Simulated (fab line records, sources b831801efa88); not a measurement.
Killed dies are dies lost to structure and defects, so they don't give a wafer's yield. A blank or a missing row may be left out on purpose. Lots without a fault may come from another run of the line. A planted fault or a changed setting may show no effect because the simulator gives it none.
fab line records | flow sky130
record lots=7 wafers=21 last_day=49
route steps=708 shown LDD_P@263 LDD_HVN@267 LDD_HVP@278 PAD_OPEN@708
lots that met no fault: from a run of the same line without faults
start_h: hours from the record's first day to the start of the lot's first wafer shown | wait_h: hours since the lot's step before | " the same as in the row above | L1.1+2: a row that stands for several wafers | - no value, or no start given | * or withheld: withheld | < > ~ a bound
route shown NAME@n: a module of which the file shows steps, and the number in the route of the first | usual: mean/standard deviation of fault-free wafers | same: alike in all rows | chamber/n: place in a boat | sites: the reading at each site | _std_site: their standard deviation | _edge_site: outer sites' mean less inner sites' | radius_mm: how far each site lies from the wafer's centre | mask NAME#n: copy n | behind: the tool/chamber that last shaped the wafer | hold: why the lot was held/for how many hours/how that ended | device: the transistor (n, p or np) that didn't switch | end of line: the same wafers' tests at the end of the route | a step without rows: its recipe alone | killed: dies lost to structure and defects at the first sort, not the wafer's yield | map: a wafer's dies, x killed, . not, _ none there
set.NAME: the setting as run; set.NAME@STEP: as run at that earlier step | model.NAME: the simulator's own value behind a step, which no gauge read
lots at some steps of the route; a table a step, a row a wafer
services: from which hour (start_h, from the record's first day; less than 0 if before it) a tool's chamber was out of use, for how many hours, and why
## steps
# step SKY_LDD_P_OVL_MEAS_08
# usual LDD_P_OVL=0.0/1.6
# columns lot.wafer tool chamber start_h wait_h LDD_P_OVL[nm]
L400.3 overlay-02 - 459.34 0.1 2.6
L400.4 " - " " 1.9
L400.5 " - " " 1.9
L401.1 overlay-01 - 474.58 0.1 -0.6
L401.3 " - " " 0.8
L401.4 " - " " 1.0
L403.3 overlay-01 - 488.49 0.1 -1.3
L403.4 " - " " -2.1
L403.6 " - " " -1.5
L406.1 overlay-02 - 508.03 0.1 1.1
L406.2 " - " " 1.5
L406.6 " - " " 2.7
L410.2 overlay-02 - 546.18 0.1 1.4
L410.3 " - " " 0.8
L410.4 " - " " 2.6
L413.1 overlay-01 - 575.52 0.1 -2.5
L413.2 " - " " -2.1
L413.4 " - " " -3.5
L418.1 overlay-01 - 606.22 0.1 -1.1
L418.4 " - " " 0.4
L418.6 " - " " -0.7
# step SKY_LDD_P_IMPLANT_09
# recipe species=BF2 energy_kev=25 dose_cm2=1e+13 tilt_deg=withheld
# step SKY_LDD_P_STRIP_10
# recipe chemistry=O2/N2 power_w=1400 pressure_mtorr=1500 platen_temp_c=withheld o2_flow_sccm=3000 n2_flow_sccm=300 overash_fraction=0.5
# usual drypump_motor_current_A=5.5/0.53 oes_product_au=0.715/0.0049 strip_time_to_endpoint_s=14.18/0.038
# columns lot.wafer tool chamber start_h wait_h drypump_motor_current_A oes_product_au rf_hours_counter_h strip_time_to_endpoint_s
L400.3 plasma_asher-04 0 459.54 0.1 6.2 0.711 - 14.16
L400.4 " 1 " " 4.8 0.717 - 14.14
L400.5 " 1 " " 4.8 0.717 - 14.13
L401.1 plasma_asher-01 1 474.76 0.1 5.6 0.706 36 14.19
L401.3 " 0 " " 5.7 0.714 - 14.14
L401.4 " 1 " " 5.6 0.708 - 14.15
L403.3 plasma_asher-01 0 488.70 0.1 5.7 0.725 - 14.15
L403.4 " 1 " " 5.6 0.721 - 14.08
L403.6 " 1 " " 5.6 0.714 - 14.10
L406.1 plasma_asher-04 0 508.21 0.1 6.2 0.711 69 14.17
L406.2 " 1 " " 4.8 0.715 69 14.18
L406.6 " 1 " " 4.8 0.718 - 14.16
L410.2 plasma_asher-04 1 546.44 0.1 4.8 0.719 72 14.21
L410.3 " 1 " " 4.8 0.711 - 14.22
L410.4 " 0 " " 6.2 0.712 - 14.14
L413.1 plasma_asher-01 0 575.71 0.1 5.7 0.719 46 14.11
L413.2 " 1 " " 5.6 0.717 46 14.15
L413.4 " 1 " " 5.6 0.717 - 14.16
L418.1 plasma_asher-02 1 606.41 0.1 5.0 0.718 91 14.15
L418.4 " 0 " " 5.9 0.715 - 14.13
L418.6 " 1 " " 5.0 0.717 - 14.14
# step SKY_LDD_P_TW_MEAS_11
# usual LDD_P_TW=637/3.1
# columns lot.wafer tool chamber start_h wait_h LDD_P_TW
L400.3 film_metro-02 - 459.63 0.1 638
L400.4 " - " " 639
L400.5 " - " " 639
L401.1 film_metro-02 - 474.86 0.1 636
L401.3 " - " " 640
L401.4 " - " " 639
L403.3 film_metro-02 - 488.78 0.1 637
L403.4 " - " " 636
L403.6 " - " " 638
L406.1 film_metro-04 - 508.31 0.1 635
L406.2 " - " " 636
L406.6 " - " " 636
L410.2 film_metro-01 - 546.55 0.1 639
L410.3 " - " " 637
L410.4 " - " " 635
L413.1 film_metro-01 - 575.81 0.1 635
L413.2 " - " " 638
L413.4 " - " " 636
L418.1 film_metro-04 - 606.51 0.1 636
L418.4 " - " " 636
L418.6 " - " " 634
# step SKY_LDD_HVN_DEHYDRATE_00
# recipe temp_c=200 time_s=60
# step SKY_LDD_HVN_HMDS_01
# recipe prime_time_s=60 prime_temp_c=120
# step SKY_LDD_HVN_COAT_02
# recipe resist=NOVOLAK spin_rpm=3000 resist_thk_nm=300
# step SKY_LDD_HVN_SOFTBAKE_03
# recipe temp_c=90 time_s=60 resist=NOVOLAK
# step SKY_LDD_HVN_EXPOSE_04
# recipe mask_id=HVNTM na=0.6 source_shape=conventional sigma_outer=0.6 polarization=unpolarized target_cd_nm=700 dose_mj=127
# step SKY_LDD_HVN_PEB_05
# recipe temp_c=withheld time_s=* resist=NOVOLAK
# step SKY_LDD_HVN_DEVELOP_06
# recipe resist=NOVOLAK developer=TMAH develop_time_s=60 dev_temp_c=23
# step SKY_LDD_HVN_OVL_MEAS_07
# usual LDD_HVN_OVL=0.6/1.4
# columns lot.wafer tool chamber start_h wait_h LDD_HVN_OVL[nm]
L400.3 overlay-02 - 490.72 0.1 0.0
L400.4 " - " " 0.1
L400.5 " - " " 0.2
L401.1 overlay-01 - 505.81 0.1 -0.2
L401.3 " - " " 1.0
L401.4 " - " " 1.6
L403.3 overlay-01 - 519.23 0.1 1.7
L403.4 " - " " 0.6
L403.6 " - " " 1.0
L406.1 overlay-02 - 538.85 0.1 -0.6
L406.2 " - " " -1.3
L406.6 " - " " -1.3
L410.2 overlay-02 - 576.66 0.1 0.4
L410.3 " - " " 0.9
L410.4 " - " " -0.1
L413.1 overlay-02 - 605.40 0.1 2.8
L413.2 " - " " 2.6
L413.4 " - " " 3.8
L418.1 overlay-01 - 635.56 0.1 -1.4
L418.4 " - " " -2.2
L418.6 " - " " 0.8
# step SKY_LDD_HVN_IMPLANT_08
# recipe species=P energy_kev=60 dose_cm2=3e+13 tilt_deg=40
# usual beam_on_s=10.00/0.19 dose_ions_cm2=3e+13/3.3e+10 end_station_pressure_torr=5.11e-06/2.7e-07 faraday_current_uA=169/3.2
# columns lot.wafer tool chamber start_h wait_h beam_on_s dose_ions_cm2 end_station_pressure_torr faraday_current_uA
L400.3 implanter-01 0 490.79 0.1 10.03 2.997e+13 5.24e-06 168
L400.4 " 0 " " 10.02 2.997e+13 5.1e-06 169
L400.5 " 0 " " 10.14 3.002e+13 5.24e-06 168
L401.1 implanter-01 0 505.84 0.0 11.84 2.6851e+14 5.69e-06 1274
L401.3 " 0 " " 11.79 2.6853e+14 6.18e-06 1282
L401.4 " 0 " " 11.24 2.6852e+14 6.24e-06 1340
L403.3 implanter-01 0 519.30 0.1 11.67 2.6853e+14 5.76e-06 1292
L403.4 " 0 " " 11.67 2.685e+14 5.91e-06 1298
L403.6 " 0 " " 11.62 2.6848e+14 6.56e-06 1301
L406.1 implanter-01 0 538.89 0.0 11.50 2.6854e+14 5.79e-06 1314
L406.2 " 0 " " 11.95 2.6853e+14 5.92e-06 1264
L406.6 " 0 " " 11.74 2.6857e+14 5.41e-06 1280
L410.2 implanter-02 0 576.72 0.0 10.24 2.999e+13 5.07e-06 165
L410.3 " 0 " " 9.91 3.003e+13 5.21e-06 171
L410.4 " 0 " " 9.65 3.002e+13 4.99e-06 174
L413.1 implanter-02 0 605.44 0.0 10.33 2.995e+13 4.74e-06 164
L413.2 " 0 " " 10.35 3.004e+13 4.98e-06 164
L413.4 " 0 " " 10.02 2.997e+13 5.19e-06 169
L418.1 implanter-02 0 635.60 0.0 10.20 2.997e+13 5.16e-06 165
L418.4 " 0 " " 10.03 2.996e+13 5.02e-06 168
L418.6 " 0 " " 9.93 3.001e+13 4.97e-06 170
# step SKY_LDD_HVN_STRIP_09
# recipe chemistry=O2/N2 power_w=1400 pressure_mtorr=1500 platen_temp_c=withheld o2_flow_sccm=3000 n2_flow_sccm=300 overash_fraction=0.5
# usual drypump_motor_current_A=5.5/0.34 oes_product_au=0.408/0.0042 strip_time_to_endpoint_s=4.136/0.014
# columns lot.wafer tool chamber start_h wait_h drypump_motor_current_A oes_product_au rf_hours_counter_h strip_time_to_endpoint_s
L400.3 plasma_asher-02 1 490.92 0.1 5.0 0.405 - 4.120
L400.4 " 0 " " 5.9 0.413 - 4.111
L400.5 " 1 " " 5.0 0.406 - 4.124
L401.1 plasma_asher-01 1 505.99 0.1 5.6 0.407 39 4.132
L401.3 " 0 " " 5.7 0.404 - 4.127
L401.4 " 1 " " 5.6 0.408 - 4.158
L403.3 plasma_asher-01 0 519.43 0.1 5.7 0.406 - 4.133
L403.4 " 1 " " 5.6 0.409 - 4.139
L403.6 " 0 " " 5.7 0.407 - 4.146
L406.1 plasma_asher-02 0 539.04 0.1 5.9 0.416 85 4.135
L406.2 " 1 " " 5.0 0.413 85 4.127
L406.6 " 0 " " 5.9 0.410 - 4.153
L410.2 plasma_asher-03 1 576.84 0.1 5.7 0.409 15 4.134
L410.3 " 1 " " 5.7 0.407 - 4.133
L410.4 " 0 " " 4.9 0.408 - 4.112
L413.1 plasma_asher-02 0 605.59 0.1 5.9 0.400 91 4.120
L413.2 " 1 " " 5.0 0.412 91 4.115
L413.4 " 1 " " 5.0 0.411 - 4.139
L418.1 plasma_asher-03 0 635.75 0.1 4.9 0.409 21 4.172
L418.4 " 0 " " 4.9 0.413 - 4.170
L418.6 " 0 " " 4.9 0.412 - 4.158
# step SKY_LDD_HVN_TW_MEAS_10
# usual LDD_HVN_TW=1436/13
# columns lot.wafer tool chamber start_h wait_h LDD_HVN_TW
L400.3 film_metro-01 - 491.01 0.1 1440
L400.4 " - " " 1444
L400.5 " - " " 1443
L401.1 film_metro-02 - 506.09 0.1 2828
L401.3 " - " " 2827
L401.4 " - " " 2830
L403.3 film_metro-03 - 519.52 0.1 2758
L403.4 " - " " 2777
L403.6 " - " " 2763
L406.1 film_metro-02 - 539.14 0.1 2845
L406.2 " - " " 2845
L406.6 " - " " 2829
L410.2 film_metro-03 - 576.95 0.1 1416
L410.3 " - " " 1418
L410.4 " - " " 1413
L413.1 film_metro-03 - 605.69 0.1 1425
L413.2 " - " " 1417
L413.4 " - " " 1416
L418.1 film_metro-01 - 635.85 0.1 1436
L418.4 " - " " 1437
L418.6 " - " " 1441
# step SKY_LDD_HVP_DEHYDRATE_00
# recipe temp_c=200 time_s=60
# step SKY_PAD_OPEN_PROBE_99
# usual killed_at_M0_to_M3=43/7.2 killed_at_M4_up=3.0/2 killed_at_contacts=24/5.5 killed_at_front_end=15/4.2 killed_at_other=0.3/0.51 killed_dies=85/10 killed_open=46/7.3 killed_short=38/6.4
# same gross_dies=492 killed_at_back_side=0
# columns lot.wafer tool chamber start_h wait_h killed_at_M0_to_M3 killed_at_M4_up killed_at_contacts killed_at_front_end killed_at_other killed_dies killed_open killed_short model.etest.tip_n_5v.rs_ohm_sq model.etest.nfet_g5v0d10v5.r_on_ohm_um model.etest.nfet_g5v0d10v5.drive_ua_um model.etest.nfet_05v0_nvt.drive_ua_um model.etest.tip_n_5v.rs_ohm_sq_range model.etest.res_ndiff_hv.rs_ohm_sq model.etest.nfet_16v.drive_ua_um model.etest.ring_5v.delay_ps
L400.3 prober-02 - 1093.48 0.2 48 6 26 17 0 97 46 51 1402 1846 614.1 577 36.46 111 227.8 44.79
L400.4 prober-02 - 1093.53 0.2 39 4 25 14 0 82 47 35 1397 1858 614.3 581.8 19.06 111.5 228.5 44.67
L400.5 prober-02 - 1093.58 0.2 40 6 21 19 1 87 46 41 1399 1847 613.3 579.3 25.31 111.8 226.2 44.61
L401.1 prober-01 - 1104.60 0.1 33 1 25 17 0 76 45 31 260.6 1457 704 618 5.477 98.22 223.9 42.23
L401.3 prober-01 - 1104.70 0.2 49 0 28 21 0 98 49 49 260.8 1452 710.8 615.4 6.223 97.53 224.2 41.47
L401.4 prober-01 - 1104.75 0.2 36 5 24 8 0 73 43 30 260.4 1475 710.5 616 4.399 97.83 222.9 42.31
L403.3 prober-01 - 1114.94 0.2 48 3 32 8 0 91 52 39 261.2 1444 724.4 628.8 3.984 96.1 230.3 40.9
L403.4 prober-01 - 1114.99 0.2 27 1 31 12 0 71 40 31 260.8 1445 725.1 632.8 3.727 96.76 230.9 41.79
L403.6 prober-01 - 1115.09 0.2 45 5 28 23 0 101 45 56 261.2 1435 718.7 627.6 4.898 97.09 230.1 41.59
L406.1 prober-01 - 1129.71 0.1 47 2 28 16 1 94 53 41 260.5 1452 708.5 614.6 5.99 96.28 223.9 41.69
L406.2 prober-01 - 1129.76 0.1 48 7 25 10 0 90 50 40 261 1452 708.6 613.6 6.498 96.38 224.4 41.74
L406.6 prober-01 - 1129.96 0.2 47 0 29 11 1 88 46 42 262.2 1459 705.4 612.9 5.072 97.19 223.8 41.99
L410.2 prober-01 - 1152.69 0.1 37 5 19 15 0 76 31 45 1395 1904 605.4 577.7 21.64 114.5 219.1 44.69
L410.3 prober-01 - 1152.74 0.2 38 4 23 10 0 75 42 33 1394 1869 611.8 578.9 20.38 114.1 221.3 44.45
L410.4 prober-01 - 1152.79 0.2 45 7 19 12 0 83 51 32 1392 1910 599.3 573 25.17 115.6 220.7 44.31
L413.1 prober-02 - 1171.83 0.1 27 4 29 13 1 74 36 38 1395 1871 611.9 581.5 35.26 113.3 228.3 45.66
L413.2 prober-02 - 1171.88 0.1 40 2 28 20 0 90 48 42 1404 1868 615.5 582.4 29.73 112.2 228.5 44.75
L413.4 prober-02 - 1171.98 0.2 39 2 21 23 1 86 53 33 1418 1922 600.6 568.8 29.74 114 222.5 45.86
L418.1 prober-01 - 1187.18 0.1 38 3 27 17 0 85 44 41 1375 1901 591.7 563.7 32.87 115.5 217.4 45.74
L418.4 prober-01 - 1187.33 0.2 34 3 19 12 1 69 40 29 1388 1907 599.2 572.5 23.57 115.2 219.7 45.14
L418.6 prober-01 - 1187.43 0.2 43 2 20 15 0 80 44 36 1379 1876 600.1 566.1 30.5 115.4 220 44.84
# killed by level:class
L400.3 VIA3:geometric_particle:open=11 LI_CONTACT:geometric_particle:open=9 VIA2:geometric_particle:open=9 FIELD_ISO:geometric_particle:short=8 CONTACT:geometric_particle:open=7 VIA3:geometric_particle:short=7 VIA2:geometric_particle:short=6 POLY_GATE:geometric_particle:short=5
L400.4 LI_CONTACT:geometric_particle:open=9 VIA3:geometric_particle:open=9 CONTACT:geometric_particle:open=9 VIA1:geometric_particle:open=6 VIA2:geometric_particle:open=5 LOCAL_INTERCONNECT:geometric_particle:short=4 VIA3:geometric_particle:short=4 METAL4:geometric_particle:short=4
L400.5 METAL2:geometric_particle:short=11 VIA3:geometric_particle:open=10 FIELD_ISO:geometric_particle:open=7 CONTACT:geometric_particle:open=7 VIA2:geometric_particle:open=7 LOCAL_INTERCONNECT:geometric_particle:short=6 FIELD_ISO:geometric_particle:short=4 VIA1:geometric_particle:open=4
L401.1 CONTACT:geometric_particle:open=11 LI_CONTACT:geometric_particle:open=7 VIA1:geometric_particle:open=6 VIA2:geometric_particle:open=5 METAL3:geometric_particle:short=5 POLY_GATE:geometric_particle:open=4 POLY_GATE:geometric_particle:short=4 VIA2:geometric_particle:short=4
L401.3 LI_CONTACT:geometric_particle:open=11 METAL1:geometric_particle:short=9 VIA3:geometric_particle:open=9 CONTACT:geometric_particle:open=8 VIA1:geometric_particle:short=7 POLY_GATE:geometric_particle:short=5 SPACER:geometric_particle:open=5 CONTACT:geometric_particle:short=4
L401.4 CONTACT:geometric_particle:open=10 VIA1:geometric_particle:open=9 LI_CONTACT:geometric_particle:open=7 VIA3:geometric_particle:open=7 VIA1:geometric_particle:short=5 POLY_GATE:geometric_particle:short=4 METAL2:geometric_particle:short=4 LOCAL_INTERCONNECT:geometric_particle:short=3
L403.3 VIA1:geometric_particle:open=10 VIA2:geometric_particle:open=10 LI_CONTACT:geometric_particle:open=8 CONTACT:geometric_particle:open=8 VIA3:geometric_particle:open=7 LOCAL_INTERCONNECT:geometric_particle:short=6 CONTACT:geometric_particle:short=5 VIA3:geometric_particle:short=5
L403.4 CONTACT:geometric_particle:open=13 LI_CONTACT:geometric_particle:open=8 VIA1:geometric_particle:open=6 CONTACT:geometric_particle:short=5 METAL1:geometric_particle:short=5 VIA2:geometric_particle:open=5 FIELD_ISO:geometric_particle:short=4 FIELD_ISO:geometric_particle:open=3
L403.6 METAL1:geometric_particle:short=10 CONTACT:geometric_particle:open=8 FIELD_ISO:geometric_particle:short=7 FIELD_ISO:geometric_particle:open=7 VIA1:geometric_particle:open=7 LI_CONTACT:geometric_particle:open=6 LOCAL_INTERCONNECT:geometric_particle:short=6 VIA3:geometric_particle:short=5
L406.1 VIA1:geometric_particle:open=14 LI_CONTACT:geometric_particle:open=10 CONTACT:geometric_particle:open=9 VIA2:geometric_particle:open=8 CONTACT:geometric_particle:short=6 FIELD_ISO:geometric_particle:short=5 VIA1:geometric_particle:short=5 METAL2:geometric_particle:short=5
L406.2 VIA1:geometric_particle:open=18 VIA1:geometric_particle:short=10 CONTACT:geometric_particle:open=7 METAL2:geometric_particle:short=7 LOCAL_INTERCONNECT:geometric_particle:short=6 LI_CONTACT:geometric_particle:open=6 VIA3:geometric_particle:open=4 METAL1:geometric_particle:short=4
L406.6 VIA1:geometric_particle:open=14 CONTACT:geometric_particle:open=12 LOCAL_INTERCONNECT:geometric_particle:short=7 METAL1:geometric_particle:short=7 LI_CONTACT:geometric_particle:open=5 SPACER:geometric_particle:short=4 LI_CONTACT:geometric_particle:short=4 VIA2:geometric_particle:open=4
L410.2 VIA1:geometric_particle:open=7 METAL2:geometric_particle:short=6 CONTACT:geometric_particle:short=6 LI_CONTACT:geometric_particle:open=5 POLY_GATE:geometric_particle:short=5 LOCAL_INTERCONNECT:geometric_particle:short=5 METAL3:geometric_particle:short=5 VIA2:geometric_particle:open=5
L410.3 CONTACT:geometric_particle:open=9 LI_CONTACT:geometric_particle:open=7 VIA1:geometric_particle:open=7 VIA1:geometric_particle:short=6 VIA2:geometric_particle:open=6 LOCAL_INTERCONNECT:geometric_particle:short=5 METAL2:geometric_particle:short=4 VIA3:geometric_particle:open=4
L410.4 VIA1:geometric_particle:open=13 CONTACT:geometric_particle:open=11 METAL2:geometric_particle:short=6 VIA1:geometric_particle:short=5 VIA2:geometric_particle:open=5 METAL1:geometric_particle:short=4 POLY_GATE:geometric_particle:open=4 LI_CONTACT:geometric_particle:open=4
L413.1 CONTACT:geometric_particle:open=11 METAL1:geometric_particle:short=7 FIELD_ISO:geometric_particle:short=6 VIA1:geometric_particle:open=6 LI_CONTACT:geometric_particle:open=6 LOCAL_INTERCONNECT:geometric_particle:short=6 CONTACT:geometric_particle:short=5 POLY_GATE:geometric_particle:open=3
L413.2 VIA1:geometric_particle:open=10 VIA2:geometric_particle:open=9 CONTACT:geometric_particle:open=9 FIELD_ISO:geometric_particle:open=7 FIELD_ISO:geometric_particle:short=7 LI_CONTACT:geometric_particle:open=7 CONTACT:geometric_particle:short=6 VIA1:geometric_particle:short=6
L413.4 VIA1:geometric_particle:open=12 FIELD_ISO:geometric_particle:open=9 FIELD_ISO:geometric_particle:short=7 LI_CONTACT:geometric_particle:open=7 METAL2:geometric_particle:short=7 CONTACT:geometric_particle:open=6 VIA2:geometric_particle:open=6 VIA1:geometric_particle:short=4
L418.1 CONTACT:geometric_particle:open=11 VIA1:geometric_particle:open=9 VIA3:geometric_particle:open=7 POLY_GATE:geometric_particle:open=6 POLY_GATE:geometric_particle:short=5 CONTACT:geometric_particle:short=5 VIA3:geometric_particle:short=5 METAL2:geometric_particle:short=5
L418.4 VIA1:geometric_particle:open=7 VIA3:geometric_particle:open=7 METAL2:geometric_particle:short=6 LI_CONTACT:geometric_particle:open=5 LOCAL_INTERCONNECT:geometric_particle:short=5 CONTACT:geometric_particle:open=5 VIA2:geometric_particle:open=4 FIELD_ISO:geometric_particle:open=3
L418.6 VIA3:geometric_particle:open=8 CONTACT:geometric_particle:open=6 CONTACT:geometric_particle:short=6 METAL1:geometric_particle:short=6 METAL2:geometric_particle:short=6 VIA2:geometric_particle:open=6 POLY_GATE:geometric_particle:open=5 LI_CONTACT:geometric_particle:open=5
## services
# columns tool chamber start_h hours kind
plasma_asher-04 - 441.30 0.4 repair
plasma_asher-02 - 460.69 2.4 repair
plasma_asher-02 - 478.60 1.2 repair
implanter-02 - 486.14 4.9 pm
implanter-02 - 509.15 1.8 repair
implanter-01 - 512.90 6.0 pm
implanter-01 - 519.48 2.9 pm
implanter-01 - 539.08 19.1 repair
plasma_asher-03 - 552.33 1.2 repair
implanter-02 - 574.09 1.4 repair
plasma_asher-02 - 578.95 2.8 pm
implanter-02 - 585.12 6.6 repair
implanter-01 - 607.75 26.4 pm
implanter-02 - 614.53 7.2 repair
## key
first_sign step=SKY_LDD_HVN_IMPLANT_08 reading=dose_ions_cm2 direction=up sigmas=99+ usual=* struck=*
effect step=SKY_LDD_HVN_IMPLANT_08 reading=faraday_current_uA direction=up sigmas=99+ usual=169 struck=1294
effect step=SKY_LDD_HVN_TW_MEAS_10 reading=LDD_HVN_TW direction=up sigmas=99+ usual=1436 struck=2811
model_effect step=SKY_PAD_OPEN_PROBE_99 value=etest.tip_n_5v.rs_ohm_sq without=1366 struck=261
met_at SKY_LDD_HVN_IMPLANT_08
struck_wafers L401.1,L401.3,L401.4,L403.3,L403.4,L403.6,L406.1,L406.2,L406.6
tester_left_out L401,L403,L406
onset_between 490.79 505.84
fault kind=process_parameter_drift tool=implanter-01 chamber=- onset_h=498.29 steps=SKY_LDD_HVN_IMPLANT_08 channel=dose_cm2 offset=* shape=step end_h=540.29 acts_in=* stated=*
# tester_left_out: of these lots the tester's yield and bins aren't shown, on N5 and GAA mostly nor the transistor test; their killed dies are dies lost to structure and defects alone, not to doping, threshold or leakage, so they don't give the yield
